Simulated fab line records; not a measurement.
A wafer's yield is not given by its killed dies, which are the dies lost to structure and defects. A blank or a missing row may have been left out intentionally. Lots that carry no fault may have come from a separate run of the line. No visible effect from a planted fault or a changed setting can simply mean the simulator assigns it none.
fab line records | flow gf180mcu | part 2 of 2: steps 29 to 38 of 38
record: lots: 5 wafers: 15 last_day: 34
route steps=602 shown DUAL_GATE@149 POLY_GATE@157 HV_LDD@176
lots that met no fault: taken from a fault-free run of the same line
start_h: hours from the record's opening day to when the first of the lot's shown wafers began | wait_h: hours from the lot's prior step to this one | " repeats the value in the row above | L1.1+2: a single row standing in for several wafers | - no value, or no start was given | * or withheld: withheld | < > ~ a bound
route shown NAME@n: names a module that has steps shown in the file, with the first one's number in the route | usual: the fault-free wafers' mean and standard deviation | same: alike in all rows | chamber/n: place in a boat | sites: the reading at each site | _std_site: standard deviation across them | _edge_site: the outer-site mean with the inner-site mean subtracted | radius_mm: how far each site lies from the wafer's centre | mask NAME#n: copy n | behind: the tool/chamber that last shaped the wafer | hold: the reason the lot was held/the length of the hold in hours/how it ended | device: the transistor (n, p or np) that didn't switch | end of line: the route-end tests of the same wafers | a step given without rows: its recipe and nothing more | killed: the dies lost at the first sort to structure and to defects; this is not the yield of the wafer | map: a wafer's dies, x killed, . not, _ none there
set.NAME: the setting as run; set.NAME@STEP: as run at that earlier step | model.NAME: the simulator's own value behind a step, which no gauge read
lots at selected steps of the route; one table per step, one row per wafer
services: from which hour (start_h, from the record's first day; less than 0 if before it) a tool's chamber was out of use, for how many hours, and why
== steps ==
step: GF_HV_LDD_HMDS_01
recipe: prime_time_s: 60 prime_temp_c: 120
columns lot.wafer tool chamber start_h wait_h
L077.1+3+4 litho_track-01 0 229.69 0.1
L080.2+3+5 litho_track-01 0 257.91 0.1
L085.1+4+6 litho_track-03 0 288.25 0.1
L088.1+3+6 litho_track-03 0 307.75 0.1
L097.2+3+4 litho_track-01 0 373.96 0.1
step: GF_HV_LDD_COAT_02
recipe: resist: NOVOLAK spin_rpm: 3000 resist_thk_nm: 1000
columns lot.wafer tool chamber start_h wait_h
L077.1+3+4 litho_track-01 0 229.84 0.1
L080.2+3+5 litho_track-01 0 258.06 0.1
L085.1+4+6 litho_track-03 0 288.40 0.1
L088.1+3+6 litho_track-03 0 307.90 0.1
L097.2+3+4 litho_track-01 0 374.11 0.1
step: GF_HV_LDD_SOFTBAKE_03
recipe: temp_c: 90 time_s: 60 resist: NOVOLAK
same: time_s: 60
columns lot.wafer tool chamber start_h wait_h
L077.1+3+4 litho_track-01 0 229.99 0.1
L080.2+3+5 litho_track-01 0 258.21 0.1
L085.1+4+6 litho_track-03 0 288.55 0.1
L088.1+3+6 litho_track-03 0 308.05 0.1
L097.2+3+4 litho_track-01 0 374.26 0.1
step: GF_HV_LDD_EXPOSE_04
recipe: mask_id: Nplus_LV_AREA target_cd_nm: 400 na: 0.6 source_shape: conventional sigma_outer: 0.6 dose_mj: 140
usual: exposure_dose_mJ_cm2: 139.97/0.14 reticle_temp_C: 23.01/0.1
same: sigma_outer: 0.6
columns lot.wafer tool chamber start_h wait_h mask exposure_dose_mJ_cm2 reticle_temp_C
L077.1 iline_stepper-01 0 - - Nplus_LV_AREA#0 140.03 22.97
L077.3 " 0 " " Nplus_LV_AREA#0 139.76 23.09
L077.4 " 0 " " Nplus_LV_AREA#0 140.00 23.07
L080.2 iline_stepper-01 0 - - Nplus_LV_AREA#0 140.01 23.00
L080.3 " 0 " " Nplus_LV_AREA#0 140.08 23.11
L080.5 " 0 " " Nplus_LV_AREA#0 140.14 22.79
L085.1 iline_stepper-02 0 - - Nplus_LV_AREA#0 140.04 22.92
L085.4 " 0 " " Nplus_LV_AREA#0 140.30 23.01
L085.6 " 0 " " Nplus_LV_AREA#0 140.09 22.92
L088.1 iline_stepper-02 0 - - Nplus_LV_AREA#0 140.15 23.12
L088.3 " 0 " " Nplus_LV_AREA#0 140.14 23.10
L088.6 " 0 " " Nplus_LV_AREA#0 140.23 22.98
L097.2 iline_stepper-02 0 - - Nplus_LV_AREA#0 139.89 23.11
L097.3 " 0 " " Nplus_LV_AREA#0 140.18 23.16
L097.4 " 0 " " Nplus_LV_AREA#0 139.91 23.03
step: GF_HV_LDD_PEB_05
recipe: temp_c: withheld time_s: * resist: NOVOLAK
same: time_s: *
columns lot.wafer tool chamber start_h wait_h
L077.1+3+4 litho_track-03 0 - -
L080.2+3+5 litho_track-03 0 - -
L085.1+4+6 litho_track-01 0 - -
L088.1+3+6 litho_track-03 0 - -
L097.2+3+4 litho_track-02 0 - -
step: GF_HV_LDD_DEVELOP_06
recipe: develop_time_s: 60 dev_temp_c: 23
usual: developer_temp_C: 22.99/0.098
same: develop_time_s: 60
columns lot.wafer tool chamber start_h wait_h developer_temp_C
L077.1 litho_track-03 0 239.51 0.1 23.09
L077.3 " 0 " " 23.06
L077.4 " 0 " " 22.95
L080.2 litho_track-03 0 268.18 0.1 23.08
L080.3 " 0 " " 23.08
L080.5 " 0 " " 22.90
L085.1 litho_track-01 0 297.89 0.1 23.00
L085.4 " 0 " " 22.90
L085.6 " 0 " " 23.05
L088.1 litho_track-03 0 317.65 0.1 23.13
L088.3 " 0 " " 23.28
L088.6 " 0 " " 23.08
L097.2 litho_track-02 0 385.31 0.1 23.15
L097.3 " 0 " " 23.04
L097.4 " 0 " " 23.17
step: GF_HV_LDD_CD_MEAS_07
recipe: target_cd_nm: 400
usual: cd_nm: 400.7/2.5
columns lot.wafer tool chamber start_h wait_h cd_nm
L077.1 cd_sem-02 - 239.66 0.1 398.4
L077.3 " - " " 399.6
L077.4 " - " " 398.1
L080.2 cd_sem-01 - 268.32 0.1 402.8
L080.3 " - " " 400.7
L080.5 " - " " 403.0
L085.1 cd_sem-02 - 298.04 0.1 399.7
L085.4 " - " " 402.0
L085.6 " - " " 400.1
L088.1 cd_sem-01 - 317.80 0.1 398.5
L088.3 " - " " 396.5
L088.6 " - " " 401.5
L097.2 cd_sem-01 - 385.46 0.1 402.2
L097.3 " - " " 401.7
L097.4 " - " " 401.8
step: GF_HV_LDD_OVL_MEAS_08
usual: HV_LDD_OVL: -0.6/1.2
columns lot.wafer tool chamber start_h wait_h HV_LDD_OVL[nm]
L077.1 overlay-01 - 239.78 0.1 0.3
L077.3 " - " " -2.4
L077.4 " - " " -2.2
L080.2 overlay-01 - 268.43 0.1 -2.0
L080.3 " - " " -1.1
L080.5 " - " " -3.7
L085.1 overlay-02 - 298.16 0.1 -0.2
L085.4 " - " " 0.4
L085.6 " - " " 0.7
L088.1 overlay-02 - 317.92 0.1 0.6
L088.3 " - " " -1.2
L088.6 " - " " -1.6
L097.2 overlay-02 - 385.56 0.1 1.0
L097.3 " - " " -0.1
L097.4 " - " " 0.0
step: GF_HV_LDD_IMPLANT_09
recipe: species: As energy_kev: 40 dose_cm2: 1e+14 tilt_deg: 7
columns lot.wafer tool chamber start_h wait_h
L077.1+3+4 implanter-04 0 239.81 0.0
L080.2+3+5 implanter-04 0 268.49 0.0
L085.1+4+6 implanter-03 0 298.20 0.0
L088.1+3+6 implanter-04 0 317.96 0.0
L097.2+3+4 implanter-03 0 385.62 0.0
step: GF_HV_LDD_STRIP_10
recipe: chemistry: O2/N2 power_w: 1400 pressure_mtorr: 1500 platen_temp_c: 250 o2_flow_sccm: 3000 n2_flow_sccm: 300 overash_fraction: 0.5
usual: chamber_pressure_mTorr: 1499.9/1.4 drypump_motor_current_A: 6.33/0.23 heater_power_w: 352/28 oes_product_au: 0.716/0.0048 strip_time_to_endpoint_s: 12.66/0.041
columns lot.wafer tool chamber start_h wait_h chamber_pressure_mTorr drypump_motor_current_A heater_power_w oes_product_au rf_hours_counter_h strip_time_to_endpoint_s
L077.1 plasma_asher-03 0 239.96 0.1 1501.2 5.90 357 0.719 12 12.73
L077.3 " 1 " " 1499.0 6.26 295 0.715 - 12.69
L077.4 " 0 " " 1498.5 5.92 368 0.711 - 12.71
L080.2 plasma_asher-03 0 268.61 0.1 1499.5 5.93 361 0.719 15 12.73
L080.3 " 0 " " 1499.0 5.95 365 0.718 - 12.75
L080.5 " 0 " " 1500.8 5.92 361 0.721 - 12.67
L085.1 plasma_asher-03 1 298.35 0.1 1502.3 6.21 299 0.713 19 12.62
L085.4 " 1 " " 1499.8 6.26 295 0.712 - 12.65
L085.6 " 1 " " 1498.1 6.23 294 0.710 - 12.61
L088.1 plasma_asher-01 1 318.11 0.1 1499.4 6.57 381 0.718 68 12.68
L088.3 " 0 " " 1500.7 6.57 356 0.711 - 12.67
L088.6 " 1 " " 1500.4 6.57 380 0.711 - 12.67
L097.2 plasma_asher-01 0 385.74 0.1 1501.4 6.55 365 0.721 75 12.64
L097.3 " 1 " " 1502.3 6.52 379 0.707 - 12.69
L097.4 " 0 " " 1497.6 6.58 352 0.710 - 12.66
== services ==
columns tool chamber start_h hours kind
plasma_asher-03 - 166.68 1.1 repair
furnace-01 - 170.98 2.7 pm
furnace-02 - 175.71 3.0 pm
wet_bench-04 - 178.30 0.5 repair
krf_scanner-02 - 192.69 1.3 pm
rie_si-02 - 193.11 0.3 repair
lpcvd-01 - 198.24 14.6 pm
iline_stepper-01 - 206.71 1.7 pm
rie_si-02 1 207.18 13.6 repair
implanter-04 - 209.02 1.3 repair
implanter-04 - 224.56 3.3 repair
iline_stepper-02 - 228.06 2.1 pm
plasma_asher-01 - 228.96 2.2 repair
furnace-02 - 236.99 12.8 repair
krf_scanner-02 - 240.37 1.0 pm
wet_bench-04 - 258.70 1.9 pm
iline_stepper-01 - 276.83 5.5 repair
furnace-01 - 281.34 5.6 pm
iline_stepper-02 - 302.54 1.7 pm
furnace-01 - 305.38 2.9 pm
rie_si-02 - 338.31 2.8 pm
iline_stepper-01 - 350.02 28.9 pm
wet_bench-01 - 370.51 1.9 pm
plasma_asher-03 - 381.61 0.5 repair
